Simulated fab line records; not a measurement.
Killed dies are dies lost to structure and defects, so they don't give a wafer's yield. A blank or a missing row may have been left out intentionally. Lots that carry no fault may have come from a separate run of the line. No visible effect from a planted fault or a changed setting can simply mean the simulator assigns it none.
The tool behind it: which one? -- flow gf180mcu -- 36 wafers from 12 lots sampled at 4 of the route's 602 steps

== WHAT EACH GAUGE READ, for each wafer ==
GF_V5_BOW_MEAS_05. Usual: V5_BOW gives 138 um (standard deviation 11).
lot,measured,on,V5_BOW (um),flag
L790,day 26 15:30,film metro-03,138 136 139,
L791,day 26 22:54,film metro-04,166 152 151,
L792,day 27 08:13,film metro-03,143 145 143,
L793,day 27 17:32,film metro-03,154 143 148,
L794,day 27 21:29,film metro-04,127 135 135,
L802,day 30 13:57,film metro-03,136 134 125,
L804,day 31 01:06,film metro-02,140 138 144,
L805,day 31 06:28,film metro-02,148 153 154,
L806,day 31 12:38,film metro-03,134 137 121,
L808,day 32 00:09,film metro-04,139 147 142,
L809,day 32 07:29,film metro-02,139 162 148,
L810,day 32 11:20,film metro-02,117 128 121,

== WHAT TOOL EACH LOT RAN ON (gives the tool, then ch and the chambers of the sampled wafers, and finally the start) ==
lot,GF_V3_CMP_26,GF_MIM_SPUTTER_03,GF_M5_ETCH_09
L790,"cmp-02 ch 1,2, day 22 18:08","pvd sputter-01, day 24 19:11","rie diel-04 ch 1,3, day 26 14:08"
L791,"cmp-01 ch 0,2,3, day 23 03:53","pvd sputter-04, day 25 03:40","rie diel-04 ch 0,2,3, day 26 21:32"
L792,"cmp-01 ch 0,2,3, day 23 12:44","pvd sputter-03, day 25 12:29","rie diel-04 ch 0,2,3, day 27 06:56"
L793,"cmp-02 ch 0,1,2, day 23 22:56","pvd sputter-04, day 25 21:21","rie diel-04 ch 2,3, day 27 16:02"
L794,"cmp-01 ch 2,3, day 24 04:38","pvd sputter-04, day 26 02:41","rie diel-02 ch 0,1,2, day 27 20:10"
L802,"cmp-01 ch 0,2, day 27 04:12","pvd sputter-01, day 28 22:17","rie diel-04 ch 0,2,3, day 30 12:40"
L804,"cmp-01 ch 0,2,3, day 27 16:52","pvd sputter-01, day 29 11:07","rie diel-02 ch 0,1,3, day 30 23:52"
L805,"cmp-02 ch 0,2, day 27 22:52","pvd sputter-04, day 29 16:25","rie diel-04 ch 1,3, day 31 05:11"
L806,"cmp-02 ch 0,1,3, day 28 05:23","pvd sputter-03, day 29 23:13","rie diel-04 ch 0,1,3, day 31 11:22"
L808,"cmp-02 ch 2,3, day 28 18:25","pvd sputter-01, day 30 11:00","rie diel-04 ch 0,1,3, day 31 22:55"
L809,"cmp-01 ch 0,2, day 29 03:02","pvd sputter-04, day 30 19:26","rie diel-02 ch 2,3, day 32 05:50"
L810,"cmp-01 ch 0,1,2, day 29 07:04","pvd sputter-01, day 30 22:54","rie diel-04 ch 0,2, day 32 09:56"
- GF_V3_CMP_26: polishes, stops on SiO2, t overpolish 15 s, target thk 0 nm.
- GF_MIM_SPUTTER_03: material Ti, target thk 10 nm, time 6.7 s.
- GF_M5_ETCH_09: etches Si3N4 in CF4/O2, target depth 52 nm, time 11.6 s.

== AS READ BY THE TOOLS THEMSELVES (means over the sampled wafers that have a number; for cases with no such wafer, the mark the record gives instead) ==
GF_V3_CMP_26. Usual: motor current A 11.3 A, standard deviation 1.3; overpolish run s 14.999 s, standard deviation 0.0088; time to endpoint s 87 s, standard deviation 3.8.
lot,tool,motor current A (A),overpolish run s (s),time to endpoint s (s),flag
L790,cmp-02,11.7,15.006,86,
L791,cmp-01,11.0,15.002,88,
L792,cmp-01,11.0,14.995,86,
L793,cmp-02,12.0,14.995,88,
L794,cmp-01,11.3,15.001,85,
L802,cmp-01,10.9,15.005,87,
L804,cmp-01,11.1,14.993,86,
L805,cmp-02,12.0,15.006,89,
L806,cmp-02,11.7,14.992,88,
L808,cmp-02,9.5,15.004,88,
L809,cmp-01,11.0,14.989,83,
L810,cmp-01,11.4,14.998,86,

GF_MIM_SPUTTER_03. Usual: cathode dc power W 3000.0 W, standard deviation 0.51; throttle valve pct 30.2 %, standard deviation 0.76.
lot,tool,cathode dc power W (W),throttle valve pct (%),flag
L790,pvd sputter-01,3000.4,30.4,
L791,pvd sputter-04,2999.8,30.2,
L792,pvd sputter-03,3000.3,29.6,
L793,pvd sputter-04,3000.2,30.0,
L794,pvd sputter-04,3000.0,30.3,
L802,pvd sputter-01,3000.1,30.2,
L804,pvd sputter-01,3000.2,30.6,
L805,pvd sputter-04,2999.9,30.4,
L806,pvd sputter-03,3000.3,30.1,
L808,pvd sputter-01,2999.5,30.6,
L809,pvd sputter-04,3000.1,30.4,
L810,pvd sputter-01,3000.2,30.9,

GF_M5_ETCH_09. Usual: O2_flow_sccm 10.002 sccm, standard deviation 0.028; cf4 flow sccm 80.02 sccm, standard deviation 0.22; drypump motor current A 5.7 A, standard deviation 0.46; oes product au 0.998 a.u., standard deviation 0.0088; rf fwd power W 785 W, standard deviation 4.4; throttle valve pct 5.970 %, standard deviation 0.0091.
lot,tool,O2_flow_sccm (sccm),cf4 flow sccm (sccm),drypump motor current A (A),oes product au (a.u.),rf fwd power W (W),throttle valve pct (%),flag
L790,rie diel-04,9.982,79.87,5.8,0.995,782,5.960,
L791,rie diel-04,9.990,79.92,5.6,0.984,785,5.958,
L792,rie diel-04,9.983,80.08,5.6,0.907,659,5.942,OFF
L793,rie diel-04,9.989,80.00,5.6,0.913,655,5.946,OFF
L794,rie diel-02,9.991,79.96,5.9,1.001,781,5.971,
L802,rie diel-04,9.975,80.09,5.6,0.998,786,5.961,
L804,rie diel-02,9.996,80.12,5.8,1.005,782,5.973,
L805,rie diel-04,9.995,80.04,5.8,0.998,782,5.976,
L806,rie diel-04,10.013,79.98,5.5,0.994,784,5.966,
L808,rie diel-04,10.018,80.24,5.6,1.009,783,5.972,
L809,rie diel-02,9.980,80.07,5.2,0.994,786,5.966,
L810,rie diel-04,9.992,80.09,6.0,1.001,789,5.977,

== THE ANSWER, worked out from the rows above alone ==
Rule: a lot is off if the mean of its wafers that have a number lies more than 3 standard deviations from the usual mean. Also off: a lot with no number at a reading for which 4 or more lots have one. Any other lot the step has rows for is counted as sound. The gauges are gone through in route order, then the tools' own readings, and for those a lot's mean is taken as printed above. The first step at which some lot is off is used, and at that step the reading that is off furthest; a lot without a number counts as furthest.
Off, at GF_M5_ETCH_09 on rf fwd power W: L792, L793.
A tool fits if, at that step or a process step before it, it ran every lot that is off, and no sound lot after the first of them. None of those tried fits.

== WHAT THE SIMULATOR HAD INSERTED ==
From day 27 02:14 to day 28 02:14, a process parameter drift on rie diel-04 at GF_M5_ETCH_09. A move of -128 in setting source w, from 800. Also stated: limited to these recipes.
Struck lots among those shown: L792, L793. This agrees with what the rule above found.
